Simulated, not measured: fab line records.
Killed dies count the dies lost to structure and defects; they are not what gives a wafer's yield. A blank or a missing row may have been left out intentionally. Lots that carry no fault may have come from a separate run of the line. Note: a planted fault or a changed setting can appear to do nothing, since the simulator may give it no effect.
Which of the tools did it? ; flow sky130 ; Sampling: 24 lots, 72 wafers, 5 of 708 route steps

WHAT THE GAUGES READ, wafer by wafer
SKY_NWELL_OVL_MEAS_10. Usual: NWELL_00_OVL gives -0.4 nm (standard deviation 1.3).
lot;measured;on;NWELL_00_OVL (nm);flag
L074;day 4 19:17;overlay-01;-1.0 -0.8 -0.5;
L075;day 5 01:08;overlay-02;0.0 -0.3 -1.1;
L076;day 5 03:07;overlay-02;-1.3 -1.1 -2.0;
L077;day 5 06:49;overlay-02;0.3 1.1 0.2;
L078;day 5 17:28;overlay-02;-0.1 -2.5 -1.4;
L079;day 5 21:02;overlay-01;-0.7 -0.5 -1.2;
L080;day 6 00:41;overlay-01;0.2 0.8 0.0;
L081;day 6 05:08;overlay-02;1.7 0.8 0.8;
L082;day 6 08:10;overlay-02;-1.6 -1.1 -1.5;
L083;day 6 17:40;overlay-02;2.1 1.5 -0.1;
L084;day 6 23:25;overlay-02;-1.6 0.7 -0.4;
L085;day 7 04:56;overlay-01;0.8 0.1 0.3;
L086;day 7 10:58;overlay-01;-0.6 -0.4 -0.6;
L087;day 7 18:14;overlay-02;-1.6 -0.6 -2.6;
L088;day 7 23:17;overlay-01;-1.0 -1.6 -2.2;
L089;day 8 03:17;overlay-02;-0.8 0.5 -0.9;
L090;day 8 11:16;overlay-01;-4.5 -2.9 -2.2;
L091;day 8 15:13;overlay-01;0.7 1.5 0.9;
L092;day 8 23:16;overlay-01;-0.3 -1.6 -1.5;
L093;day 9 03:13;overlay-01;0.5 -0.4 -0.8;
L094;day 9 11:28;overlay-01;0.3 0.2 0.4;
L095;day 9 16:41;overlay-01;-1.7 -0.7 0.3;
L096;day 9 18:29;overlay-01;1.2 1.2 1.3;
L097;day 9 23:58;overlay-01;-3.3 -2.4 -1.4;

SKY_SONOS_TUNNEL_OVL_MEAS_08. Usual: SONOS_TUNNEL_OVL gives -1.2 nm (standard deviation 1.2).
lot;measured;on;SONOS_TUNNEL_OVL (nm);flag
L074;day 11 16:33;overlay-02;-2.5 -2.2 -1.7;
L075;day 12 00:25;overlay-02;-1.2 -1.3 -1.1;
L076;day 12 02:34;overlay-02;-3.6 -2.2 -2.5;
L077;day 12 08:10;overlay-02;-1.5 0.0 -0.7;
L078;day 12 21:25;overlay-02;-1.3 -2.4 -1.3;
L079;day 13 04:47;overlay-02;1.3 1.5 2.1;
L080;day 13 09:45;overlay-02;-1.8 -1.7 -1.9;
L081;day 13 14:47;overlay-02;-3.1 -5.0 -2.5;
L082;day 13 20:35;overlay-02;-1.8 -1.7 -2.0;
L083;day 14 07:44;overlay-02;-2.3 -1.6 -2.4;
L084;day 14 16:46;overlay-01;0.1 0.5 0.0;
L085;day 14 23:38;overlay-02;-0.4 -0.6 -1.5;
L086;day 15 08:33;overlay-01;0.3 -0.6 -0.6;
L087;day 15 18:32;overlay-02;-1.5 -2.6 -1.3;
L088;day 16 00:58;overlay-01;-1.2 -1.1 -2.0;
L089;day 16 06:39;overlay-02;-1.0 -1.0 -2.1;
L090;day 16 14:49;overlay-02;-1.8 -1.2 -1.5;
L091;day 16 22:29;overlay-02;-1.3 -2.3 -0.1;
L092;day 17 10:49;overlay-01;-0.5 -0.5 -1.0;
L093;day 17 15:17;overlay-02;-0.8 -1.4 -1.0;
L094;day 18 00:35;overlay-02;-1.1 -0.5 -1.2;
L095;day 18 08:05;overlay-01;-1.9 -1.5 -2.9;
L096;day 18 12:20;overlay-01;-2.0 -0.4 -1.3;
L097;day 18 19:05;overlay-02;1.4 1.3 0.7;

SKY_GATE_OXIDE_THK_MEAS_02. Usual: GATE_OXIDE_OXIDATION_00_THK gives 10.26 nm (standard deviation 0.23).
lot;measured;on;GATE_OXIDE_OXIDATION_00_THK (nm);flag
L074;day 13 00:46;filmMetro-02;10.45 10.51 10.46;
L075;day 13 11:19;filmMetro-01;10.75 10.62 10.48;
L076;day 13 12:42;filmMetro-04;10.53 10.66 10.55;
L077;day 13 16:47;filmMetro-02;10.53 10.51 10.48;
L078;day 14 07:45;filmMetro-01;10.30 10.20 10.27;
L079;day 14 13:07;filmMetro-01;10.30 10.29 10.42;
L080;day 14 19:00;filmMetro-02;10.48 10.45 10.48;
L081;day 15 04:31;filmMetro-01;10.09 10.30 10.28;
L082;day 15 09:17;filmMetro-04;10.36 10.33 10.40;
L083;day 15 22:04;filmMetro-02;10.45 10.37 10.38;
L084;day 16 05:01;filmMetro-04;10.24 10.30 10.19;
L085;day 16 14:41;filmMetro-01;10.30 10.29 10.36;
L086;day 16 20:38;filmMetro-02;10.48 10.34 10.35;
L087;day 17 05:59;filmMetro-01;10.31 10.44 10.28;
L088;day 17 13:58;filmMetro-01;10.11 10.18 10.19;
L089;day 17 20:11;filmMetro-02;10.06 10.03 9.98;
L090;day 18 06:47;filmMetro-02;9.90 10.01 9.99;
L091;day 18 16:48;filmMetro-04;10.10 9.72 10.11;
L092;day 19 02:52;filmMetro-04;10.12 10.10 10.11;
L093;day 19 05:31;filmMetro-04;10.07 10.14 10.17;
L094;day 19 14:10;filmMetro-01;9.81 9.94 9.85;
L095;day 20 03:10;filmMetro-04;10.31 10.41 10.36;
L096;day 20 05:44;filmMetro-01;10.29 10.32 10.38;
L097;day 20 10:47;filmMetro-02;9.84 9.83 9.77;

WHICH TOOL RAN EACH LOT (tool, then ch and the chambers of the sampled wafers, then the start)
lot;SKY_VT_ADJUST_NCORE_STRIP_10;SKY_SONOS_ONO_STRIP_17
L074;plasmaAsher-02 ch 0,1, day 8 20:46;plasmaAsher-02 ch 0,1, day 12 22:44
L075;plasmaAsher-02 ch 0,1, day 9 04:39;plasmaAsher-01 ch 0,1, day 13 09:00
L076;plasmaAsher-02 ch 0,1, day 9 06:22;plasmaAsher-02 ch 0,1, day 13 10:44
L077;plasmaAsher-03 ch 0,1, day 9 11:07;plasmaAsher-04 ch 0,1, day 13 13:13
L078;plasmaAsher-03 ch 0,1, day 9 23:11;plasmaAsher-02 ch 0,1, day 14 06:04
L079;plasmaAsher-04 ch 0,1, day 10 04:35;plasmaAsher-04 ch 0,1, day 14 11:29
L080;plasmaAsher-02 ch 0,1, day 10 09:28;plasmaAsher-02 ch 0,1, day 14 16:39
L081;plasmaAsher-02 ch 0,1, day 10 14:14;plasmaAsher-01 ch 0,1, day 15 01:49
L082;plasmaAsher-02 ch 0,1, day 10 18:32;plasmaAsher-01 ch 0,1, day 15 07:38
L083;plasmaAsher-03 ch 0,1, day 11 05:05;plasmaAsher-02 ch 0,1, day 15 18:58
L084;plasmaAsher-04 ch 0,1, day 11 11:49;plasmaAsher-02 ch 0,1, day 16 01:59
L085;plasmaAsher-02 ch 0,1, day 11 19:07;plasmaAsher-04 ch 0,1, day 16 10:32
L086;plasmaAsher-04 ch 0,1, day 12 01:56;plasmaAsher-04 ch 0,1, day 16 18:14
L087;plasmaAsher-02 ch 0, day 12 11:31;plasmaAsher-01 ch 0, day 17 03:47
L088;plasmaAsher-03 ch 0,1, day 12 17:53;plasmaAsher-04 ch 0,1, day 17 11:01
L089;plasmaAsher-04 ch 0, day 12 23:07;plasmaAsher-01 ch 0,1, day 17 17:05
L090;plasmaAsher-02 ch 0,1, day 13 06:14;plasmaAsher-02 ch 0,1, day 18 03:02
L091;plasmaAsher-03 ch 0,1, day 13 12:22;plasmaAsher-01 ch 0,1, day 18 12:35
L092;plasmaAsher-03 ch 0,1, day 13 23:58;plasmaAsher-04 ch 0,1, day 19 00:05
L093;plasmaAsher-03 ch 0,1, day 14 02:55;plasmaAsher-02 ch 0,1, day 19 03:35
L094;plasmaAsher-02 ch 0,1, day 14 12:28;plasmaAsher-01 ch 0,1, day 19 12:32
L095;plasmaAsher-02 ch 0,1, day 14 19:17;plasmaAsher-01 ch 1, day 20 00:53
L096;plasmaAsher-04 ch 0,1, day 14 23:05;plasmaAsher-01 ch 0,1, day 20 04:02
L097;plasmaAsher-02 ch 0,1, day 15 04:16;plasmaAsher-02 ch 0,1, day 20 08:50
- SKY_VT_ADJUST_NCORE_STRIP_10: strips in O2/N2.
- SKY_SONOS_ONO_STRIP_17: strips in O2/N2.

WHAT THE TOOLS THEMSELVES READ (means of the sampled wafers that have a number; where no wafer has one, the mark that the record gives instead)
SKY_VT_ADJUST_NCORE_STRIP_10. Usual: drypumpMotorCurrentA 5.64 A, standard deviation 0.27; oesProductAu 0.716 a.u., standard deviation 0.0045; stripTimeToEndpointS 14.17 s, standard deviation 0.044.
lot;tool;drypumpMotorCurrentA (A);oesProductAu (a.u.);stripTimeToEndpointS (s);flag
L074;plasmaAsher-02;5.69;0.718;14.11;
L075;plasmaAsher-02;5.67;0.715;14.16;
L076;plasmaAsher-02;5.63;0.718;14.15;
L077;plasmaAsher-03;5.91;0.717;14.13;
L078;plasmaAsher-03;5.91;0.715;14.25;
L079;plasmaAsher-04;5.19;0.714;14.12;
L080;plasmaAsher-02;5.62;0.718;14.17;
L081;plasmaAsher-02;5.62;0.720;14.17;
L082;plasmaAsher-02;5.63;0.717;14.25;
L083;plasmaAsher-03;5.92;0.715;14.15;
L084;plasmaAsher-04;5.22;0.715;14.16;
L085;plasmaAsher-02;5.68;0.717;14.18;
L086;plasmaAsher-04;5.23;0.720;14.22;
L087;plasmaAsher-02;5.56;0.716;14.24;
L088;plasmaAsher-03;5.91;0.713;14.14;
L089;plasmaAsher-04;5.12;0.712;14.13;
L090;plasmaAsher-02;5.63;0.714;14.12;
L091;plasmaAsher-03;5.96;0.720;14.13;
L092;plasmaAsher-03;5.97;0.717;14.13;
L093;plasmaAsher-03;5.92;0.713;14.15;
L094;plasmaAsher-02;5.68;0.715;14.21;
L095;plasmaAsher-02;5.66;0.717;14.17;
L096;plasmaAsher-04;5.17;0.720;14.16;
L097;plasmaAsher-02;5.67;0.715;14.20;

SKY_SONOS_ONO_STRIP_17. Usual: drypumpMotorCurrentA 5.3 A, standard deviation 0.32; oesProductAu 0.711 a.u., standard deviation 0.0042; stripTimeToEndpointS 14.10 s, standard deviation 0.039.
lot;tool;drypumpMotorCurrentA (A);oesProductAu (a.u.);stripTimeToEndpointS (s);flag
L074;plasmaAsher-02;5.6;0.709;14.15;
L075;plasmaAsher-01;5.2;0.708;14.07;
L076;plasmaAsher-02;5.7;0.712;14.05;
L077;plasmaAsher-04;5.2;0.713;14.04;
L078;plasmaAsher-02;5.6;0.711;14.09;
L079;plasmaAsher-04;5.2;0.709;14.13;
L080;plasmaAsher-02;5.7;0.707;14.11;
L081;plasmaAsher-01;5.0;0.707;14.12;
L082;plasmaAsher-01;5.2;0.709;14.14;
L083;plasmaAsher-02;5.7;0.712;14.12;
L084;plasmaAsher-02;5.6;0.711;14.06;
L085;plasmaAsher-04;5.1;0.714;14.12;
L086;plasmaAsher-04;5.2;0.711;14.07;
L087;plasmaAsher-01;4.8;0.710;14.14;
L088;plasmaAsher-04;5.2;0.709;14.11;
L089;plasmaAsher-01;5.2;0.712;14.10;
L090;plasmaAsher-02;5.7;0.709;14.11;
L091;plasmaAsher-01;5.0;0.711;14.12;
L092;plasmaAsher-04;5.2;0.712;14.12;
L093;plasmaAsher-02;5.6;0.712;14.07;
L094;plasmaAsher-01;5.0;0.712;14.11;
L095;plasmaAsher-01;5.4;0.711;14.11;
L096;plasmaAsher-01;5.3;0.710;14.13;
L097;plasmaAsher-02;5.7;0.714;14.13;

THE ANSWER, worked out from the rows above alone
Rule: lot off if the mean of its wafers having a number is beyond 3 standard deviations from the usual mean. A lot without any number at a reading at which 4 lots or more have one is off too. Where the step has rows for the other lots, those lots are counted as sound. First the gauges in route order, then the tools' own readings, where a lot's mean is used as printed above. The first step at which some lot is off is used, and at that step the reading that is off furthest; a lot without a number counts as furthest.
No lot is off on any of the readings shown, so nothing can be concluded from this.

WHAT THE SIMULATOR PUT IN
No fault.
